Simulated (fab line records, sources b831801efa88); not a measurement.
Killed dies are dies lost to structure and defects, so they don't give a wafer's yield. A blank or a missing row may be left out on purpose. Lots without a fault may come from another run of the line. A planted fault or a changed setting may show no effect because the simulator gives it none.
Chamber matching | flow sky130 | SKY_VIA3_ETCH_14 on rie_diel-04: 4 sister chambers
The step etches BARC in N2/H2, stops on SiO2, time 45.9 s, target depth 60 nm. 8 wafers are shown with their chamber, then 9 later ones without.

WAFERS WITH THEIR CHAMBER
wafer  | chamber | drypump_motor_current_A (A) | throttle_valve_pct (%)
L083.3 | 0       | 5.79                        | 13.228
L084.1 | 1       | 5.67                        | 13.221
L085.1 | 1       | 5.66                        | 13.221
L085.3 | 2       | 5.47                        | 13.222
L085.4 | 0       | 5.76                        | 13.227
L089.1 | 2       | 5.43                        | 13.218
L089.2 | 3       | 5.63                        | 13.224
L089.6 | 3       | 5.65                        | 13.212

WAFERS WITHOUT THEIR CHAMBER
wafer  | drypump_motor_current_A (A) | throttle_valve_pct (%)
L090.3 | 5.67                        | 13.227
L090.5 | 5.68                        | 13.198
L090.6 | 5.78                        | 13.220
L091.2 | 5.46                        | 13.211
L091.3 | 5.76                        | 13.229
L091.5 | 5.70                        | 13.230
L095.1 | 5.69                        | 13.215
L095.4 | 5.78                        | 13.224
L095.6 | 5.68                        | 13.225

WHICH CHAMBER EACH WENT THROUGH
wafer  | from the rows above          | in truth
L090.3 | can't be placed: 1 or 3      | 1
L090.5 | can't be placed: 3 or 1      | 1
L090.6 | 0                            | 0
L091.2 | 2                            | 2
L091.3 | 0                            | 0
L091.5 | can't be placed: 1 or 0 or 3 | 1
L095.1 | can't be placed: 1 or 3      | 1
L095.4 | 0                            | 0
L095.6 | can't be placed: 1 or 3      | 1
Placed correctly: 4 of 9. Can't be placed from these rows: 5 (the true chamber is among the candidates in 5). Placed wrongly: 0.
How it was worked out, from the rows above alone: a wafer's distance from a chamber is the root of the sum, over the readings, of the square of ((its reading less the chamber's mean) divided by the reading's scatter). The wafer belongs to the nearest chamber; if the next one is less than 2 further off, it can't be placed. A chamber's mean is the mean of its shown wafers. The scatter: the root of (the sum of the squares of (reading less its chamber's mean) over the shown wafers, divided by (wafers less chambers)).
